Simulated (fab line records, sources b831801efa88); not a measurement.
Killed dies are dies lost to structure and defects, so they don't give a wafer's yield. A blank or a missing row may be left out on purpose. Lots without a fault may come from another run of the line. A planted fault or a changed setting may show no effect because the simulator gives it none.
fab line records | flow gf180mcu
record lots=13 wafers=39 last_day=34
route steps=602 shown HV_LDD@234 NSD@242 SALICIDE@280 CONTACT@292
lots that met no fault: from a run of the same line without faults
start_h: hours from the record's first day to the start of the lot's first wafer shown | wait_h: hours since the lot's step before | " the same as in the row above | L1.1+2: a row that stands for several wafers | - no value, or no start given | * or withheld: withheld | < > ~ a bound
route shown NAME@n: a module of which the file shows steps, and the number in the route of the first | usual: mean/standard deviation of fault-free wafers | same: alike in all rows | chamber/n: place in a boat | sites: the reading at each site | _std_site: their standard deviation | _edge_site: outer sites' mean less inner sites' | radius_mm: how far each site lies from the wafer's centre | mask NAME#n: copy n | behind: the tool/chamber that last shaped the wafer | hold: why the lot was held/for how many hours/how that ended | device: the transistor (n, p or np) that didn't switch | end of line: the same wafers' tests at the end of the route | a step without rows: its recipe alone | killed: dies lost to structure and defects at the first sort, not the wafer's yield | map: a wafer's dies, x killed, . not, _ none there
set.NAME: the setting as run; set.NAME@STEP: as run at that earlier step | model.NAME: the simulator's own value behind a step, which no gauge read
steps of the route over a sample of lots; a table a step, a row a wafer
services: from which hour (start_h, from the record's first day; less than 0 if before it) a tool's chamber was out of use, for how many hours, and why
## steps
# step GF_HV_LDD_ETCHBACK_58
# recipe chemistry=CH3F/O2 target=Si3N4 stop_on=SiO2 source_w=386.5 bias_w=80 pressure_mtorr=25 ch3f_flow_sccm=40 O2_flow_sccm=30 time_s=100 target_depth_a=900
# usual drypump_motor_current_A=5.8/0.42 oes_product_au=0.844/0.0067 throttle_valve_pct=10.561/0.01
# columns lot.wafer tool chamber start_h wait_h drypump_motor_current_A oes_product_au rf_hours_counter_h throttle_valve_pct
L278.1 rie_diel-03 3 277.67 0.1 5.8 0.830 14 10.558
L278.2 " 0 " " 5.7 0.838 2 10.560
L278.3 " 2 " " 5.2 0.840 132 10.563
L280.1 rie_diel-03 0 290.29 0.1 5.7 0.852 2 10.551
L280.3 " 3 " " 5.8 0.845 14 10.559
L280.6 " 2 " " 5.2 0.847 - 10.574
L284.1 rie_diel-04 3 326.77 0.1 5.7 0.854 66 10.567
L284.5 " 1 " " 5.9 0.845 - 10.573
L284.6 " 2 " " 6.2 0.843 - 10.540
L285.2 rie_diel-01 2 334.02 0.0 5.4 0.839 9 10.555
L285.3 " 3 " " 5.8 0.846 12 10.561
L285.4 " 1 " " 5.4 0.847 4 10.585
L287.2 rie_diel-03 3 346.64 0.0 5.8 0.848 16 10.569
L287.5 " 0 " " 5.7 0.840 - 10.568
L287.6 " 1 " " 5.2 0.836 - 10.567
L290.2 rie_diel-03 1 373.12 0.0 5.3 0.843 8 10.561
L290.4 " 2 " " 5.2 0.843 1 10.559
L290.5 " 2 " " 5.2 0.841 - 10.564
L294.2 rie_diel-03 3 405.92 0.0 5.8 0.837 18 10.567
L294.4 " 1 " " 5.2 0.850 9 10.553
L294.6 " 3 " " 5.8 0.844 - 10.571
L295.1 rie_diel-04 2 412.77 0.1 6.3 0.834 29 10.550
L295.2 " 3 " " 5.8 0.837 68 10.567
L295.3 " 0 " " 6.6 0.841 6 10.578
L296.2 rie_diel-01 2 422.14 0.0 5.4 0.844 11 10.561
L296.4 " 0 " " 6.3 0.835 6 10.567
L296.6 " 1 " " 5.4 0.851 - 10.564
L297.2 rie_diel-03 3 428.53 0.0 5.8 0.838 19 10.545
L297.3 " 0 " " 5.7 0.839 7 10.546
L297.6 " 3 " " 5.8 0.856 - 10.567
L298.2 rie_diel-04 2 439.24 0.0 6.2 0.838 30 10.555
L298.4 " 3 " " 5.7 0.840 68 10.570
L298.5 " 2 " " 6.2 0.842 - 10.575
L300.1 rie_diel-04 1 455.86 0.1 5.9 0.841 74 10.573
L300.2 " 0 " " 6.7 0.843 7 10.549
L300.4 " 3 " " 5.7 0.845 69 10.570
L301.1 rie_diel-03 1 463.47 0.1 5.3 0.849 11 10.563
L301.2 " 2 " " 5.2 0.848 5 10.561
L301.6 " 1 " " 5.3 0.847 - 10.556
# step GF_NSD_CD_MEAS_07
# recipe target_cd_nm=400
# usual cd_nm=399.1/2.2
# columns lot.wafer tool chamber start_h wait_h cd_nm
L278.1 cd_sem-02 - 297.56 0.1 405.3
L278.2 " - " " 405.3
L278.3 " - " " 404.5
L280.1 cd_sem-02 - 310.57 0.1 400.6
L280.3 " - " " 399.5
L280.6 " - " " 399.9
L284.1 cd_sem-01 - 347.45 0.1 399.9
L284.5 " - " " 400.2
L284.6 " - " " 399.3
L285.2 cd_sem-01 - 355.17 0.1 399.1
L285.3 " - " " 399.8
L285.4 " - " " 397.1
L287.2 cd_sem-01 - 368.67 0.1 400.8
L287.5 " - " " 402.1
L287.6 " - " " 399.8
L290.2 cd_sem-01 - 395.93 0.1 399.0
L290.4 " - " " 398.6
L290.5 " - " " 399.5
L294.2 cd_sem-02 - 429.82 0.1 396.9
L294.4 " - " " 397.1
L294.6 " - " " 394.7
L295.1 cd_sem-02 - 436.25 0.1 396.2
L295.2 " - " " 396.7
L295.3 " - " " 394.4
L296.2 cd_sem-01 - 446.33 0.1 396.9
L296.4 " - " " 397.3
L296.6 " - " " 394.8
L297.2 cd_sem-01 - 452.67 0.1 401.4
L297.3 " - " " 399.9
L297.6 " - " " 402.4
L298.2 cd_sem-01 - 463.07 0.1 397.6
L298.4 " - " " 396.9
L298.5 " - " " 398.7
L300.1 cd_sem-01 - 479.55 0.1 400.5
L300.2 " - " " 399.4
L300.4 " - " " 399.7
L301.1 cd_sem-02 - 487.50 0.1 398.2
L301.2 " - " " 398.9
L301.6 " - " " 399.0
# step GF_SALICIDE_SPUTTER_02
# recipe material=Co target_thk_nm=10 power_w=1000 time_s=19.75 chamber_pressure_pa=0.4
# usual throttle_valve_pct=30.2/1.6
# columns lot.wafer tool chamber start_h wait_h throttle_valve_pct
L278.1 pvd_sputter-02 - 341.22 0.0 30.4
L278.2 " - " " 28.1
L278.3 " - " " 28.9
L280.1 pvd_sputter-04 - 354.70 0.0 31.5
L280.3 " - " " 28.1
L280.6 " - " " 28.3
L284.1 pvd_sputter-03 - 393.82 0.0 30.8
L284.5 " - " " 30.6
L284.6 " - " " 33.3
L285.2 pvd_sputter-03 - 401.88 0.0 30.7
L285.3 " - " " 33.0
L285.4 " - " " 30.6
L287.2 pvd_sputter-04 - 415.52 0.0 28.3
L287.5 " - " " 31.9
L287.6 " - " " 27.9
L290.2 pvd_sputter-03 - 445.91 0.0 29.0
L290.4 " - " " 30.6
L290.5 " - " " 28.9
L294.2 pvd_sputter-04 - 479.54 0.0 28.4
L294.4 " - " " 31.7
L294.6 " - " " 28.7
L295.1 pvd_sputter-04 - 486.41 0.0 28.2
L295.2 " - " " 31.4
L295.3 " - " " 29.0
L296.2 pvd_sputter-03 - 496.11 0.0 30.6
L296.4 " - " " 28.8
L296.6 " - " " 30.5
L297.2 pvd_sputter-04 - 502.65 0.0 31.7
L297.3 " - " " 28.9
L297.6 " - " " 31.5
L298.2 pvd_sputter-04 - 512.57 0.0 28.1
L298.4 " - " " 31.5
L298.5 " - " " 29.1
L300.1 pvd_sputter-03 - 527.79 0.0 30.4
L300.2 " - " " 28.3
L300.4 " - " " 33.1
L301.1 pvd_sputter-04 - 535.02 0.0 28.4
L301.2 " - " " 31.7
L301.6 " - " " 32.0
# step GF_SALICIDE_RS_MEAS_04
# recipe thk_meas_gauge=four-point-probe reads=TiN_of_SALICIDE_SPUTTER_03+Co_of_SALICIDE_SPUTTER_02
# usual SALICIDE_TIN_RS=16.4/0.42
# columns lot.wafer tool chamber start_h wait_h hold SALICIDE_TIN_RS[ohm/sq]
L278.1 film_metro-01 - 341.28 0.0 - 16.3
L278.2 " - " " - 16.9
L278.3 " - " " - 17.0
L280.1 film_metro-02 - 354.75 0.0 - 15.8
L280.3 " - " " - 16.0
L280.6 " - " " - 16.3
L284.1 film_metro-01 - 393.87 0.0 - 15.9
L284.5 " - " " - 16.5
L284.6 " - " " - 16.1
L285.2 film_metro-02 - 401.95 0.0 - 16.1
L285.3 " - " " - 16.1
L285.4 " - " " - 16.3
L287.2 film_metro-03 - 415.60 0.0 await_dispo/0.2h/release 16.1
L287.5 " - " " await_dispo/0.2h/release 21.9
L287.6 " - " " await_dispo/0.2h/release 16.2
L287.2 film_metro-03 - 415.88 0.3 - 16.0
L287.5 " - " " - 22.0
L287.6 " - " " - 16.2
L290.2 film_metro-02 - 445.98 0.0 - 17.1
L290.4 " - " " - 17.1
L290.5 " - " " - 17.2
L294.2 film_metro-01 - 479.61 0.0 - 16.0
L294.4 " - " " - 16.0
L294.6 " - " " - 16.1
L295.1 film_metro-02 - 486.46 0.0 - 16.0
L295.2 " - " " - 16.2
L295.3 " - " " - 16.1
L296.2 film_metro-02 - 496.19 0.0 - 16.7
L296.4 " - " " - 16.9
L296.6 " - " " - 16.8
L297.2 film_metro-02 - 502.73 0.0 - 15.6
L297.3 " - " " - 15.6
L297.6 " - " " - 15.7
L298.2 film_metro-02 - 512.64 0.0 - 15.9
L298.4 " - " " - 16.0
L298.5 " - " " - 16.0
L300.1 film_metro-02 - 527.85 0.0 - 16.5
L300.2 " - " " - 16.8
L300.4 " - " " - 16.2
L301.1 film_metro-01 - 535.07 0.0 - 15.9
L301.2 " - " " - 16.3
L301.6 " - " " - 16.2
# step GF_CONTACT_BOW_MEAS_05
# recipe mode=bow
# usual CONTACT_BOW=66/6.6
# columns lot.wafer tool chamber start_h wait_h CONTACT_BOW[um]
L278.1 film_metro-01 - 342.32 0.1 69
L278.2 " - " " 60
L278.3 " - " " 73
L280.1 film_metro-01 - 355.76 0.2 59
L280.3 " - " " 66
L280.6 " - " " 58
L284.1 film_metro-04 - 394.88 0.1 61
L284.5 " - " " 56
L284.6 " - " " 66
L285.2 film_metro-04 - 402.98 0.3 65
L285.3 " - " " 62
L285.4 " - " " 65
L287.2 film_metro-02 - 420.68 0.2 63
L287.5 " - " " 82
L287.6 " - " " 65
L290.2 film_metro-04 - 446.99 0.2 62
L290.4 " - " " 62
L290.5 " - " " 68
L294.2 film_metro-01 - 480.66 0.1 63
L294.4 " - " " 68
L294.6 " - " " 55
L295.1 film_metro-02 - 487.47 0.1 60
L295.2 " - " " 74
L295.3 " - " " 53
L296.2 film_metro-04 - 497.19 0.2 60
L296.4 " - " " 65
L296.6 " - " " 62
L297.2 film_metro-01 - 503.77 0.2 63
L297.3 " - " " 70
L297.6 " - " " 64
L298.2 film_metro-01 - 513.65 0.3 60
L298.4 " - " " 64
L298.5 " - " " 57
L300.1 film_metro-02 - 528.85 0.1 75
L300.2 " - " " 63
L300.4 " - " " 60
L301.1 film_metro-02 - 536.09 0.2 58
L301.2 " - " " 74
L301.6 " - " " 63
## services
# columns tool chamber start_h hours kind
rie_diel-01 3 256.51 11.3 repair
rie_diel-03 2 299.69 - clean
rie_diel-03 2 299.69 17.5 scheduled_down
rie_diel-03 2 299.69 17.5 vent_cycle
rie_diel-04 2 302.66 23.4 repair
pvd_sputter-04 2 324.87 - consumable_replace:kit
pvd_sputter-04 2 324.87 18.0 scheduled_down
pvd_sputter-04 2 324.87 18.0 vent_cycle
rie_diel-03 2 328.92 2.9 repair
rie_diel-01 - 351.23 1.8 repair
pvd_sputter-04 - 361.54 0.8 repair
rie_diel-03 1 374.91 7.7 repair
rie_diel-01 1 427.39 6.7 repair
pvd_sputter-03 3 428.22 - consumable_replace:kit
pvd_sputter-03 3 428.22 18.0 scheduled_down
pvd_sputter-03 3 428.22 18.0 vent_cycle
pvd_sputter-03 - 446.41 2.7 repair
rie_diel-03 0 459.74 12.5 repair
rie_diel-04 2 480.25 7.9 repair
rie_diel-03 3 515.95 7.2 repair
rie_diel-01 3 529.92 17.3 repair
pvd_sputter-04 1 534.01 - consumable_replace:kit
pvd_sputter-04 1 534.01 18.0 scheduled_down
pvd_sputter-04 1 534.01 18.0 vent_cycle
## key
first_sign step=GF_SALICIDE_RS_MEAS_04 reading=visit direction=added
effect step=GF_SALICIDE_RS_MEAS_04 reading=SALICIDE_TIN_RS direction=up sigmas=13 usual=16.4 struck=21.9
met_at GF_SALICIDE_SPUTTER_02
struck_lots L287
struck_wafers L287.5
tester_left_out L287
not_acting_at GF_HV_LDD_ETCHBACK_58,GF_NSD_CD_MEAS_07,GF_CONTACT_BOW_MEAS_05
fault kind=process_parameter_drift tool=pvd_sputter-04 chamber=- onset_h=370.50 steps=GF_SALICIDE_SPUTTER_02 channel=target_thk_nm offset=-2.7379 shape=step end_h=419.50 acts_in=these_recipes_only stated=10 scope=struck_wafers_only
# tester_left_out: of these lots the tester's yield and bins aren't shown, on N5 and GAA mostly nor the transistor test; their killed dies are dies lost to structure and defects alone, not to doping, threshold or leakage, so they don't give the yield
